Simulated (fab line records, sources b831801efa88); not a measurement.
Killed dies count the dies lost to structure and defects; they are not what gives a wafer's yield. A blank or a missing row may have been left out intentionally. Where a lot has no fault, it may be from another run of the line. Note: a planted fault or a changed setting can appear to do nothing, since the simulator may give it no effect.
What tool caused it? || flow gf180mcu || 36 wafers from 12 lots sampled at 5 of the route's 602 steps

== WHAT THE GAUGES SHOWED, per wafer ==
GF_VT_IMPLANT_TW_MEAS_21.
{"lot": "L746", "measured": "day 6 21:20", "on": "filmMetro-02", "VT_IMPLANT_2_TW": "1211 1205 1200"}
{"lot": "L747", "measured": "day 7 09:02", "on": "filmMetro-03", "VT_IMPLANT_2_TW": "1214 1217 1214"}
{"lot": "L749", "measured": "day 7 14:24", "on": "filmMetro-02", "VT_IMPLANT_2_TW": "1206 1209 1213"}
{"lot": "L753", "measured": "day 8 15:29", "on": "filmMetro-04", "VT_IMPLANT_2_TW": "1224 1229 1233"}
{"lot": "L755", "measured": "day 8 20:24", "on": "filmMetro-02", "VT_IMPLANT_2_TW": "1209 1208 1206"}
{"lot": "L757", "measured": "day 9 15:23", "on": "filmMetro-02", "VT_IMPLANT_2_TW": "1205 1206 1213"}
{"lot": "L758", "measured": "day 9 20:25", "on": "filmMetro-02", "VT_IMPLANT_2_TW": "1217 1205 1204"}
{"lot": "L759", "measured": "day 10 03:52", "on": "filmMetro-02", "VT_IMPLANT_2_TW": "1418 1408 1418 1415 1406 1409"}
{"lot": "L760", "measured": "day 10 06:20", "on": "filmMetro-02", "VT_IMPLANT_2_TW": "1423 1416 1418 1415 1417 1414"}
{"lot": "L763", "measured": "day 11 04:41", "on": "filmMetro-04", "VT_IMPLANT_2_TW": "1235 1226 1219"}
{"lot": "L765", "measured": "day 11 19:05", "on": "filmMetro-04", "VT_IMPLANT_2_TW": "1229 1225 1230"}
{"lot": "L767", "measured": "day 12 09:14", "on": "filmMetro-03", "VT_IMPLANT_2_TW": "1205 1209 1209"}

GF_DUAL_GATE_OVL_MEAS_11.
{"lot": "L746", "measured": "day 9 01:34", "on": "overlay-02", "DUAL_GATE_OVL (nm)": "1.9 0.8 -1.7"}
{"lot": "L747", "measured": "day 9 16:07", "on": "overlay-01", "DUAL_GATE_OVL (nm)": "-0.5 -1.4 -1.4"}
{"lot": "L749", "measured": "day 9 21:13", "on": "overlay-02", "DUAL_GATE_OVL (nm)": "1.1 0.1 -0.4"}
{"lot": "L753", "measured": "day 11 00:58", "on": "overlay-01", "DUAL_GATE_OVL (nm)": "-3.8 -0.7 -3.6"}
{"lot": "L755", "measured": "day 11 05:37", "on": "overlay-02", "DUAL_GATE_OVL (nm)": "-1.2 -1.9 -3.0"}
{"lot": "L757", "measured": "day 12 03:10", "on": "overlay-02", "DUAL_GATE_OVL (nm)": "-2.0 -1.2 -1.4"}
{"lot": "L758", "measured": "day 12 07:25", "on": "overlay-02", "DUAL_GATE_OVL (nm)": "0.2 0.5 1.6"}
{"lot": "L759", "measured": "day 12 14:59", "on": "overlay-01", "DUAL_GATE_OVL (nm)": "-0.9 -1.8 0.4"}
{"lot": "L760", "measured": "day 12 21:13", "on": "overlay-02", "DUAL_GATE_OVL (nm)": "-1.7 -1.7 -3.3"}
{"lot": "L763", "measured": "day 13 21:43", "on": "overlay-01", "DUAL_GATE_OVL (nm)": "-1.9 -0.5 -1.7"}
{"lot": "L765", "measured": "day 14 11:13", "on": "overlay-01", "DUAL_GATE_OVL (nm)": "-2.8 -2.4 -1.1"}
{"lot": "L767", "measured": "day 14 23:55", "on": "overlay-01", "DUAL_GATE_OVL (nm)": "0.6 0.9 -1.4"}

GF_M2_RS_MEAS_05: the measuring method here is four-point-probe.
{"lot": "L746", "measured": "day 19 09:47", "on": "filmMetro-04", "M2_ALCU_RS (ohm/sq)": "0.0706 0.0696 0.0704"}
{"lot": "L747", "measured": "day 20 06:30", "on": "filmMetro-02", "M2_ALCU_RS (ohm/sq)": "0.0690 0.0681 0.0694"}
{"lot": "L749", "measured": "day 20 13:29", "on": "filmMetro-02", "M2_ALCU_RS (ohm/sq)": "0.0694 0.0696 0.0691"}
{"lot": "L753", "measured": "day 22 07:46", "on": "filmMetro-02", "M2_ALCU_RS (ohm/sq)": "0.0698 0.0691 0.0693"}
{"lot": "L755", "measured": "day 22 10:03", "on": "filmMetro-04", "M2_ALCU_RS (ohm/sq)": "0.0688 0.0687 0.0686"}
{"lot": "L757", "measured": "day 23 08:23", "on": "filmMetro-02", "M2_ALCU_RS (ohm/sq)": "0.0689 0.0692 0.0704"}
{"lot": "L758", "measured": "day 23 12:05", "on": "filmMetro-01", "M2_ALCU_RS (ohm/sq)": "0.0701 0.0698 0.0702"}
{"lot": "L759", "measured": "day 23 19:35", "on": "filmMetro-02", "M2_ALCU_RS (ohm/sq)": "0.0690 0.0687 0.0700"}
{"lot": "L760", "measured": "day 24 06:10", "on": "filmMetro-02", "M2_ALCU_RS (ohm/sq)": "0.0698 0.0702 0.0691"}
{"lot": "L763", "measured": "day 25 10:25", "on": "filmMetro-04", "M2_ALCU_RS (ohm/sq)": "0.0704 0.0706 0.0695"}
{"lot": "L765", "measured": "day 25 20:20", "on": "filmMetro-01", "M2_ALCU_RS (ohm/sq)": "0.0692 0.0701 0.0694"}
{"lot": "L767", "measured": "day 26 12:35", "on": "filmMetro-02", "M2_ALCU_RS (ohm/sq)": "0.0690 0.0691 0.0694"}

== EACH LOT AND THE TOOL THAT RAN IT (in order: tool; ch and the chambers of the sampled wafers; start) ==
{"lot": "L746", "GF_VT_IMPLANT_IMPLANT_19": "implanter-02 ch 0, day 6 21:05", "GF_V1_ETCH_16": "rieDiel-03 ch 1,2, day 19 08:13"}
{"lot": "L747", "GF_VT_IMPLANT_IMPLANT_19": "implanter-04 ch 0, day 7 08:47", "GF_V1_ETCH_16": "rieDiel-04 ch 0,3, day 20 04:49"}
{"lot": "L749", "GF_VT_IMPLANT_IMPLANT_19": "implanter-04 ch 0, day 7 14:09", "GF_V1_ETCH_16": "rieDiel-03 ch 0,1,2, day 20 11:55"}
{"lot": "L753", "GF_VT_IMPLANT_IMPLANT_19": "implanter-02 ch 0, day 8 15:14", "GF_V1_ETCH_16": "rieDiel-04 ch 0,1,3, day 22 06:10"}
{"lot": "L755", "GF_VT_IMPLANT_IMPLANT_19": "implanter-03 ch 0, day 8 20:10", "GF_V1_ETCH_16": "rieDiel-02 ch 1,3, day 22 08:07"}
{"lot": "L757", "GF_VT_IMPLANT_IMPLANT_19": "implanter-04 ch 0, day 9 15:08", "GF_V1_ETCH_16": "rieDiel-03 ch 1,2,3, day 23 06:49"}
{"lot": "L758", "GF_VT_IMPLANT_IMPLANT_19": "implanter-03 ch 0, day 9 20:10", "GF_V1_ETCH_16": "rieDiel-02 ch 1,3, day 23 10:28"}
{"lot": "L759", "GF_VT_IMPLANT_IMPLANT_19": "implanter-04 ch 0, day 10 03:39", "GF_V1_ETCH_16": "rieDiel-02 ch 0,1,3, day 23 17:59"}
{"lot": "L760", "GF_VT_IMPLANT_IMPLANT_19": "implanter-04 ch 0, day 10 06:05", "GF_V1_ETCH_16": "rieDiel-02 ch 0,1,3, day 24 04:25"}
{"lot": "L763", "GF_VT_IMPLANT_IMPLANT_19": "implanter-03 ch 0, day 11 04:27", "GF_V1_ETCH_16": "rieDiel-02 ch 0,2,3, day 25 08:49"}
{"lot": "L765", "GF_VT_IMPLANT_IMPLANT_19": "implanter-02 ch 0, day 11 18:50", "GF_V1_ETCH_16": "rieDiel-04 ch 0,1, day 25 18:46"}
{"lot": "L767", "GF_VT_IMPLANT_IMPLANT_19": "implanter-02 ch 0, day 12 09:01", "GF_V1_ETCH_16": "rieDiel-02 ch 0,2,3, day 26 10:58"}
- GF_VT_IMPLANT_IMPLANT_19
- GF_V1_ETCH_16: etches BARC in N2/H2.

== WHAT THE TOOLS THEMSELVES READ (means of the sampled wafers that have a number; where no wafer has one, the mark that the record gives instead) ==
GF_VT_IMPLANT_IMPLANT_19.
{"lot": "L746", "tool": "implanter-02", "beamEnergyKeV": 100.01, "doseIonsCm2": 4.351e+12, "endStationPressureTorr (Torr)": 5.14e-06, "faradayCurrentUA": 24.6, "tiltDeg (degrees)": 7.042}
{"lot": "L747", "tool": "implanter-04", "beamEnergyKeV": 99.97, "doseIonsCm2": 4.351e+12, "endStationPressureTorr (Torr)": 4.97e-06, "faradayCurrentUA": 24.3, "tiltDeg (degrees)": 7.002}
{"lot": "L749", "tool": "implanter-04", "beamEnergyKeV": 100.00, "doseIonsCm2": 4.347e+12, "endStationPressureTorr (Torr)": 5.29e-06, "faradayCurrentUA": 24.5, "tiltDeg (degrees)": 7.001}
{"lot": "L753", "tool": "implanter-02", "beamEnergyKeV": 100.01, "doseIonsCm2": 4.352e+12, "endStationPressureTorr (Torr)": 5.49e-06, "faradayCurrentUA": 24.5, "tiltDeg (degrees)": 6.978}
{"lot": "L755", "tool": "implanter-03", "beamEnergyKeV": 99.99, "doseIonsCm2": 4.344e+12, "endStationPressureTorr (Torr)": 4.91e-06, "faradayCurrentUA": 24.5, "tiltDeg (degrees)": 6.991}
{"lot": "L757", "tool": "implanter-04", "beamEnergyKeV": 99.96, "doseIonsCm2": 4.352e+12, "endStationPressureTorr (Torr)": 5.11e-06, "faradayCurrentUA": 24.4, "tiltDeg (degrees)": 6.995}
{"lot": "L758", "tool": "implanter-03", "beamEnergyKeV": 100.02, "doseIonsCm2": 4.348e+12, "endStationPressureTorr (Torr)": 4.92e-06, "faradayCurrentUA": 24.8, "tiltDeg (degrees)": 6.996}
{"lot": "L759", "tool": "implanter-04", "beamEnergyKeV": 100.05, "doseIonsCm2": 7.040e+12, "endStationPressureTorr (Torr)": 4.91e-06, "faradayCurrentUA": 39.2, "tiltDeg (degrees)": 7.009}
{"lot": "L760", "tool": "implanter-04", "beamEnergyKeV": 100.03, "doseIonsCm2": 7.040e+12, "endStationPressureTorr (Torr)": 5.09e-06, "faradayCurrentUA": 39.4, "tiltDeg (degrees)": 7.008}
{"lot": "L763", "tool": "implanter-03", "beamEnergyKeV": 99.97, "doseIonsCm2": 4.356e+12, "endStationPressureTorr (Torr)": 5.15e-06, "faradayCurrentUA": 24.4, "tiltDeg (degrees)": 6.999}
{"lot": "L765", "tool": "implanter-02", "beamEnergyKeV": 100.02, "doseIonsCm2": 4.355e+12, "endStationPressureTorr (Torr)": 5.10e-06, "faradayCurrentUA": 24.4, "tiltDeg (degrees)": 7.014}
{"lot": "L767", "tool": "implanter-02", "beamEnergyKeV": 100.01, "doseIonsCm2": 4.353e+12, "endStationPressureTorr (Torr)": 5.03e-06, "faradayCurrentUA": 25.3, "tiltDeg (degrees)": 6.953}

GF_V1_ETCH_16.
{"lot": "L746", "tool": "rieDiel-03", "drypumpMotorCurrentA (A)": 5.6, "oesProductAu (a.u.)": 0.860, "throttleValvePct (%)": 13.213}
{"lot": "L747", "tool": "rieDiel-04", "drypumpMotorCurrentA (A)": 6.4, "oesProductAu (a.u.)": 0.852, "throttleValvePct (%)": 13.234}
{"lot": "L749", "tool": "rieDiel-03", "drypumpMotorCurrentA (A)": 5.6, "oesProductAu (a.u.)": 0.857, "throttleValvePct (%)": 13.219}
{"lot": "L753", "tool": "rieDiel-04", "drypumpMotorCurrentA (A)": 6.2, "oesProductAu (a.u.)": 0.854, "throttleValvePct (%)": 13.215}
{"lot": "L755", "tool": "rieDiel-02", "drypumpMotorCurrentA (A)": 5.3, "oesProductAu (a.u.)": 0.848, "throttleValvePct (%)": 13.229}
{"lot": "L757", "tool": "rieDiel-03", "drypumpMotorCurrentA (A)": 5.9, "oesProductAu (a.u.)": 0.855, "throttleValvePct (%)": 13.225}
{"lot": "L758", "tool": "rieDiel-02", "drypumpMotorCurrentA (A)": 5.3, "oesProductAu (a.u.)": 0.857, "throttleValvePct (%)": 13.224}
{"lot": "L759", "tool": "rieDiel-02", "drypumpMotorCurrentA (A)": 5.6, "oesProductAu (a.u.)": 0.857, "throttleValvePct (%)": 13.225}
{"lot": "L760", "tool": "rieDiel-02", "drypumpMotorCurrentA (A)": 5.7, "oesProductAu (a.u.)": 0.850, "throttleValvePct (%)": 13.221}
{"lot": "L763", "tool": "rieDiel-02", "drypumpMotorCurrentA (A)": 5.8, "oesProductAu (a.u.)": 0.856, "throttleValvePct (%)": 13.229}
{"lot": "L765", "tool": "rieDiel-04", "drypumpMotorCurrentA (A)": 5.9, "oesProductAu (a.u.)": 0.855, "throttleValvePct (%)": 13.218}
{"lot": "L767", "tool": "rieDiel-02", "drypumpMotorCurrentA (A)": 5.8, "oesProductAu (a.u.)": 0.853, "throttleValvePct (%)": 13.229}

== THE ANSWER, worked out from the rows above alone ==
Rule: what is usual is taken from the lots themselves. Put in order of their means at a reading, lots are off if they are a third of the lots or fewer, leave a main group of 4 or more, and stand apart from it by a gap of 3 or more times the standard deviation of the main group's means; of several such gaps the widest counts. A main group whose means are all the same, to the digits that the tables above print for the reading, isn't used. Also off: a lot with no number at a reading for which 4 or more lots have one. The other lots that the step has rows for count as sound. Order of review: gauges by route order, followed by the tools' own readings, for which a lot's mean as printed above is used. The first step at which some lot is off is used, and at that step the reading that is off furthest; a lot without a number counts as furthest.
Off: L759, L760, at GF_VT_IMPLANT_TW_MEAS_21 (VT_IMPLANT_2_TW). For the main group the mean is 1214 and the standard deviation 9.
A tool fits if, at a process step before that reading, it ran every lot that is off, and no sound lot after the first of them. Not tried: the gauges at GF_VT_IMPLANT_TW_MEAS_21; whatever is off there is also off at GF_VT_IMPLANT_IMPLANT_19, on other tools, and gauge error can't account for it. One fits: GF_VT_IMPLANT_IMPLANT_19 on implanter-04. Its last sound lot is L757 (day 9 15:08), its first lot that is off L759 (day 10 03:39): a fault that began between those two fits.
The tool's own readings at GF_VT_IMPLANT_IMPLANT_19 bear it out: on the lots that are off they differ by more than 5 times the standard deviation of the sound lots' means. doseIonsCm2 reads 7.040e+12 there against 4.351e+12 on the sound lots; faradayCurrentUA reads 39.3 there against 24.6 on the sound lots.

== WHAT WAS PUT IN BY THE SIMULATOR ==
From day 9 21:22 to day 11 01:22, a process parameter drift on implanter-04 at GF_VT_IMPLANT_IMPLANT_19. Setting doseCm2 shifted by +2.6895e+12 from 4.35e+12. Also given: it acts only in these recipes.
Lots struck among those shown: L759, L760. The same result came from the rule above.
